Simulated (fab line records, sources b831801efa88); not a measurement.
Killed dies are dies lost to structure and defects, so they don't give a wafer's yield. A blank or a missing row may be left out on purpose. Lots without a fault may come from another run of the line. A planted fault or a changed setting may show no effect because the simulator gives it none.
fab line records | flow sky130
record lots=7 wafers=21 last_day=50
route steps=708 shown LDD_N@241 PAD_OPEN@708
lots that met no fault: from a run of the same line without faults
start_h: hours from the record's first day to the start of the lot's first wafer shown | wait_h: hours since the lot's step before | " the same as in the row above | L1.1+2: a row that stands for several wafers | - no value, or no start given | * or withheld: withheld | < > ~ a bound
route shown NAME@n: a module of which the file shows steps, and the number in the route of the first | usual: mean/standard deviation of fault-free wafers | same: alike in all rows | chamber/n: place in a boat | sites: the reading at each site | _std_site: their standard deviation | _edge_site: outer sites' mean less inner sites' | radius_mm: how far each site lies from the wafer's centre | mask NAME#n: copy n | behind: the tool/chamber that last shaped the wafer | hold: why the lot was held/for how many hours/how that ended | device: the transistor (n, p or np) that didn't switch | end of line: the same wafers' tests at the end of the route | a step without rows: its recipe alone | killed: dies lost to structure and defects at the first sort, not the wafer's yield | map: a wafer's dies, x killed, . not, _ none there
set.NAME: the setting as run; set.NAME@STEP: as run at that earlier step | model.NAME: the simulator's own value behind a step, which no gauge read
lots at some steps of the route; a table a step, a row a wafer
services: from which hour (start_h, from the record's first day; less than 0 if before it) a tool's chamber was out of use, for how many hours, and why
## steps
# step SKY_LDD_N_EXPOSE_04
# recipe mask_id=NTM target_cd_nm=840 na=0.6 source_shape=conventional sigma_outer=0.6 dose_mj=110
# step SKY_LDD_N_PEB_05
# recipe temp_c=withheld time_s=* resist=NOVOLAK
# step SKY_LDD_N_DEVELOP_06
# recipe develop_time_s=60 dev_temp_c=23
# step SKY_LDD_N_OVL_MEAS_07
# usual LDD_N_OVL=0.5/1.3
# columns lot.wafer tool chamber start_h wait_h LDD_N_OVL[nm]
L684.1 overlay-01 - 476.28 0.1 0.9
L684.2 " - " " 0.0
L684.4 " - " " 0.8
L691.3 overlay-02 - 518.33 0.1 -0.3
L691.5 " - " " 1.1
L691.6 " - " " 0.1
L692.1 overlay-02 - 527.43 0.1 0.5
L692.2 " - " " 1.1
L692.4 " - " " 0.9
L693.3 overlay-02 - 536.49 0.1 1.8
L693.5 " - " " 0.2
L693.6 " - " " -1.0
L694.2 overlay-01 - 544.99 0.1 0.9
L694.4 " - " " 0.0
L694.5 " - " " 1.7
L695.1 overlay-01 - 547.72 0.1 0.6
L695.2 " - " " -0.1
L695.4 " - " " 0.4
L701.1 overlay-01 - 601.02 0.1 1.5
L701.3 " - " " 2.3
L701.4 " - " " 0.7
# step SKY_LDD_N_IMPLANT_08
# recipe species=As energy_kev=20 dose_cm2=7.5e+13 tilt_deg=withheld rotation_deg=23
# step SKY_LDD_N_IMPLANT_09
# recipe species=As energy_kev=20 dose_cm2=7.5e+13 tilt_deg=withheld rotation_deg=113
# step SKY_LDD_N_IMPLANT_10
# recipe species=As energy_kev=20 dose_cm2=7.5e+13 tilt_deg=withheld rotation_deg=203
# step SKY_LDD_N_IMPLANT_11
# recipe species=As energy_kev=20 dose_cm2=7.5e+13 tilt_deg=withheld rotation_deg=293
# step SKY_LDD_N_IMPLANT_12
# recipe species=BF2 energy_kev=50 dose_cm2=5e+12 tilt_deg=30 rotation_deg=0
# step SKY_LDD_N_IMPLANT_13
# recipe species=BF2 energy_kev=50 dose_cm2=5e+12 tilt_deg=30 rotation_deg=90
# step SKY_LDD_N_IMPLANT_14
# recipe species=BF2 energy_kev=50 dose_cm2=5e+12 tilt_deg=30 rotation_deg=180
# step SKY_LDD_N_IMPLANT_15
# recipe species=BF2 energy_kev=50 dose_cm2=5e+12 tilt_deg=30 rotation_deg=270
# step SKY_LDD_N_STRIP_16
# recipe chemistry=O2/N2 power_w=1400 pressure_mtorr=1500 platen_temp_c=withheld o2_flow_sccm=3000 n2_flow_sccm=300 overash_fraction=0.5
# usual drypump_motor_current_A=5.6/0.31 o2_flow_sccm=2999/9 oes_product_au=0.406/0.0052 overash_fraction=0.5/0 strip_time_to_endpoint_s=4.274/0.014
# columns lot.wafer tool chamber start_h wait_h drypump_motor_current_A o2_flow_sccm oes_product_au overash_fraction rf_hours_counter_h strip_time_to_endpoint_s
L684.1 plasma_asher-01 0 477.51 0.1 5.7 2997 0.409 0.5 71 4.287
L684.2 " 1 " " 5.1 2985 0.402 0.5 71 4.277
L684.4 " 0 " " 5.7 2998 0.399 0.5 - 4.255
L691.3 plasma_asher-03 0 519.58 0.1 5.6 3011 0.408 0.5 - 4.276
L691.5 " 0 " " 5.6 3017 0.410 0.5 - 4.269
L691.6 " 1 " " 5.8 3007 0.412 0.5 - 4.291
L692.1 plasma_asher-03 1 528.66 0.1 5.7 3003 0.401 0.7 7 4.278
L692.2 " 0 " " 5.6 3008 0.410 0.7 7 4.265
L692.4 " 1 " " 5.7 2998 0.399 0.7 - 4.255
L693.3 plasma_asher-03 0 537.75 0.1 5.6 3001 0.411 0.7 - 4.293
L693.5 " 1 " " 5.8 2994 0.402 0.7 - 4.267
L693.6 " 0 " " 5.6 2979 0.401 0.7 - 4.268
L694.2 plasma_asher-03 1 546.22 0.1 5.7 3006 0.404 0.7 10 4.263
L694.4 " 1 " " 5.8 2996 0.414 0.7 - 4.290
L694.5 " 1 " " 5.7 3012 0.399 0.7 - 4.267
L695.1 plasma_asher-01 0 548.95 0.1 5.7 2993 0.401 0.5 80 4.263
L695.2 " 1 " " 5.1 3013 0.409 0.5 80 4.268
L695.4 " 1 " " 5.1 2996 0.407 0.5 - 4.280
L701.1 plasma_asher-04 0 602.25 0.1 5.8 2986 0.403 0.5 86 4.282
L701.3 " 1 " " 6.1 3003 0.405 0.5 - 4.279
L701.4 " 0 " " 5.8 2990 0.402 0.5 - 4.300
# step SKY_LDD_N_TW_MEAS_17
# usual LDD_N_TW=2597/21
# columns lot.wafer tool chamber start_h wait_h LDD_N_TW
L684.1 film_metro-02 - 477.61 0.1 2605
L684.2 " - " " 2613
L684.4 " - " " 2602
L691.3 film_metro-02 - 519.67 0.1 2612
L691.5 " - " " 2612
L691.6 " - " " 2605
L692.1 film_metro-02 - 528.76 0.1 2584
L692.2 " - " " 2581
L692.4 " - " " 2570
L693.3 film_metro-03 - 537.83 0.1 2611
L693.5 " - " " 2620
L693.6 " - " " 2612
L694.2 film_metro-04 - 546.33 0.1 2571
L694.4 " - " " 2584
L694.5 " - " " 2606
L695.1 film_metro-03 - 549.05 0.1 2598
L695.2 " - " " 2596
L695.4 " - " " 2600
L701.1 film_metro-03 - 602.35 0.1 2624
L701.3 " - " " 2614
L701.4 " - " " 2623
# step SKY_PAD_OPEN_PROBE_99
# usual killed_at_M0_to_M3=44/7.3 killed_at_M4_up=3.4/1.7 killed_at_contacts=24/5.3 killed_at_front_end=15/4.1 killed_at_other=0.4/0.68 killed_dies=87/9.5 killed_open=48/7.1 killed_short=39/5.8
# same gross_dies=492 killed_at_back_side=0
# columns lot.wafer tool chamber start_h wait_h killed_at_M0_to_M3 killed_at_M4_up killed_at_contacts killed_at_front_end killed_at_other killed_dies killed_open killed_short
L684.1 prober-01 - 1123.84 0.1 49 1 39 8 2 99 55 42
L684.2 prober-01 - 1123.89 0.1 49 2 27 15 3 96 54 37
L684.4 prober-01 - 1123.99 0.2 45 3 30 20 0 98 53 45
L691.3 prober-01 - 1147.69 0.2 34 2 22 13 1 72 39 32
L691.5 prober-01 - 1147.79 0.2 50 3 20 22 1 96 58 38
L691.6 prober-01 - 1147.84 0.2 34 4 28 18 0 84 45 38
L692.1 prober-02 - 1155.00 0.1 53 4 32 16 0 105 55 50
L692.2 prober-02 - 1155.05 0.1 36 2 29 11 0 78 44 34
L692.4 prober-02 - 1155.15 0.2 31 1 29 12 1 74 44 29
L693.3 prober-01 - 1175.24 0.2 49 2 29 8 0 88 42 46
L693.5 prober-01 - 1175.34 0.2 42 5 19 10 0 76 43 33
L693.6 prober-01 - 1175.39 0.2 30 2 30 16 0 78 46 30
L695.1 prober-02 - 1175.84 0.1 47 5 22 11 0 85 45 40
L695.2 prober-02 - 1175.89 0.1 51 8 16 17 1 93 41 51
L695.4 prober-02 - 1175.99 0.2 42 2 26 14 3 87 54 32
L701.1 prober-01 - 1198.65 0.1 40 1 28 19 0 88 48 40
L701.3 prober-01 - 1198.75 0.2 38 2 32 5 0 77 46 31
L701.4 prober-01 - 1198.80 0.2 46 1 27 13 0 87 52 35
# killed by level:class
L684.1 CONTACT:geometric_particle:open=14 VIA1:geometric_particle:open=13 LI_CONTACT:geometric_particle:open=8 CONTACT:geometric_particle:short=7 VIA2:geometric_particle:open=7 LOCAL_INTERCONNECT:geometric_particle:short=5 VIA1:geometric_particle:short=5 METAL3:geometric_particle:short=5
L684.2 CONTACT:geometric_particle:open=11 VIA1:geometric_particle:open=11 VIA3:geometric_particle:open=9 METAL1:geometric_particle:short=7 POLY_GATE:geometric_particle:open=5 LI_CONTACT:geometric_particle:open=5 CONTACT:geometric_particle:short=5 VIA1:geometric_particle:short=5
L684.4 VIA1:geometric_particle:open=11 LOCAL_INTERCONNECT:geometric_particle:short=9 VIA3:geometric_particle:open=9 FIELD_ISO:geometric_particle:open=7 CONTACT:geometric_particle:open=7 LI_CONTACT:geometric_particle:open=6 POLY_GATE:geometric_particle:short=5 LI_CONTACT:geometric_particle:short=5
L691.3 VIA1:geometric_particle:open=8 CONTACT:geometric_particle:open=7 VIA2:geometric_particle:open=7 POLY_GATE:geometric_particle:short=5 CONTACT:geometric_particle:short=5 LI_CONTACT:geometric_particle:open=4 LOCAL_INTERCONNECT:geometric_particle:short=4 METAL1:geometric_particle:short=4
L691.5 VIA3:geometric_particle:open=12 VIA1:geometric_particle:open=10 VIA2:geometric_particle:open=9 FIELD_ISO:geometric_particle:open=7 CONTACT:geometric_particle:open=7 FIELD_ISO:geometric_particle:short=5 POLY_GATE:geometric_particle:short=5 LI_CONTACT:geometric_particle:open=4
L691.6 CONTACT:geometric_particle:open=9 LI_CONTACT:geometric_particle:open=8 VIA1:geometric_particle:open=8 CONTACT:geometric_particle:short=8 METAL1:geometric_particle:short=7 FIELD_ISO:geometric_particle:open=6 POLY_GATE:geometric_particle:open=4 VIA3:geometric_particle:open=4
L692.1 CONTACT:geometric_particle:open=18 VIA3:geometric_particle:open=10 METAL2:geometric_particle:short=9 CONTACT:geometric_particle:short=7 METAL1:geometric_particle:short=7 VIA2:geometric_particle:open=7 VIA1:geometric_particle:open=6 VIA2:geometric_particle:short=5
L692.2 CONTACT:geometric_particle:open=9 LI_CONTACT:geometric_particle:open=7 VIA1:geometric_particle:open=7 LOCAL_INTERCONNECT:geometric_particle:short=6 VIA2:geometric_particle:open=6 METAL2:geometric_particle:short=5 METAL1:geometric_particle:short=5 SPACER:geometric_particle:open=4
L692.4 CONTACT:geometric_particle:open=12 LI_CONTACT:geometric_particle:open=7 VIA2:geometric_particle:open=7 CONTACT:geometric_particle:short=4 VIA1:geometric_particle:open=4 METAL2:geometric_particle:open=4 SONOS_ONO:geometric_particle:short=3 LOCAL_INTERCONNECT:geometric_particle:open=3
L693.3 VIA1:geometric_particle:open=11 METAL1:geometric_particle:short=8 CONTACT:geometric_particle:open=8 LOCAL_INTERCONNECT:geometric_particle:short=7 VIA3:geometric_particle:open=7 LI_CONTACT:geometric_particle:open=6 CONTACT:geometric_particle:short=6 VIA2:geometric_particle:open=6
L693.5 VIA1:geometric_particle:open=9 VIA3:geometric_particle:open=8 LI_CONTACT:geometric_particle:open=7 VIA2:geometric_particle:open=7 CONTACT:geometric_particle:open=5 VIA3:geometric_particle:short=5 LOCAL_INTERCONNECT:geometric_particle:short=4 FIELD_ISO:geometric_particle:short=3
L693.6 CONTACT:geometric_particle:open=11 LI_CONTACT:geometric_particle:open=8 VIA1:geometric_particle:open=8 VIA3:geometric_particle:open=6 FIELD_ISO:geometric_particle:short=4 VIA1:geometric_particle:short=4 VIA2:geometric_particle:open=4 VIA2:geometric_particle:short=3
L695.1 VIA2:geometric_particle:open=12 LI_CONTACT:geometric_particle:open=8 CONTACT:geometric_particle:open=6 VIA1:geometric_particle:open=6 METAL2:geometric_particle:short=5 VIA2:geometric_particle:short=5 FIELD_ISO:geometric_particle:short=4 POLY_GATE:geometric_particle:short=4
L695.2 METAL2:geometric_particle:short=13 VIA3:geometric_particle:open=7 VIA1:geometric_particle:open=7 METAL4:geometric_particle:short=7 FIELD_ISO:geometric_particle:short=6 LI_CONTACT:geometric_particle:open=6 FIELD_ISO:geometric_particle:open=5 METAL1:geometric_particle:short=5
L695.4 VIA1:geometric_particle:open=18 LI_CONTACT:geometric_particle:open=11 CONTACT:geometric_particle:open=7 FIELD_ISO:geometric_particle:open=5 CONTACT:geometric_particle:short=5 VIA1:geometric_particle:short=5 VIA2:geometric_particle:open=5 FIELD_ISO:geometric_particle:short=4
L701.1 VIA1:geometric_particle:open=15 LI_CONTACT:geometric_particle:open=7 FIELD_ISO:geometric_particle:short=6 POLY_GATE:geometric_particle:open=6 CONTACT:geometric_particle:open=6 CONTACT:geometric_particle:short=6 VIA2:geometric_particle:open=5 POLY_GATE:geometric_particle:short=4
L701.3 LI_CONTACT:geometric_particle:open=15 VIA1:geometric_particle:open=12 VIA2:geometric_particle:open=7 VIA3:geometric_particle:open=6 LOCAL_INTERCONNECT:geometric_particle:short=5 CONTACT:geometric_particle:short=5 VIA1:geometric_particle:short=4 LI_CONTACT:geometric_particle:short=3
L701.4 VIA1:geometric_particle:open=12 CONTACT:geometric_particle:open=11 METAL2:geometric_particle:short=7 FIELD_ISO:geometric_particle:open=6 LI_CONTACT:geometric_particle:open=6 CONTACT:geometric_particle:short=5 VIA1:geometric_particle:short=4 VIA2:geometric_particle:open=4
## services
# columns tool chamber start_h hours kind
plasma_asher-04 - 523.82 28.1 pm
plasma_asher-03 - 596.98 0.6 repair
plasma_asher-04 - 597.59 2.8 pm
## key
first_sign step=SKY_LDD_N_STRIP_16 reading=overash_fraction direction=up sigmas=99+ usual=0.5 struck=0.7
effect none on later readings
met_at SKY_LDD_N_STRIP_16
struck_wafers L692.1,L692.2,L692.4,L693.3,L693.5,L693.6,L694.2,L694.4,L694.5
tester_left_out L692,L693,L694
onset_between 519.58 528.66
fault kind=process_parameter_drift tool=plasma_asher-03 chamber=- onset_h=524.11 steps=SKY_LDD_N_STRIP_16 channel=overash_fraction offset=0.2 shape=step end_h=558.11 acts_in=these_recipes_only stated=0.5
# tester_left_out: of these lots the tester's yield and bins aren't shown, on N5 and GAA mostly nor the transistor test; their killed dies are dies lost to structure and defects alone, not to doping, threshold or leakage, so they don't give the yield
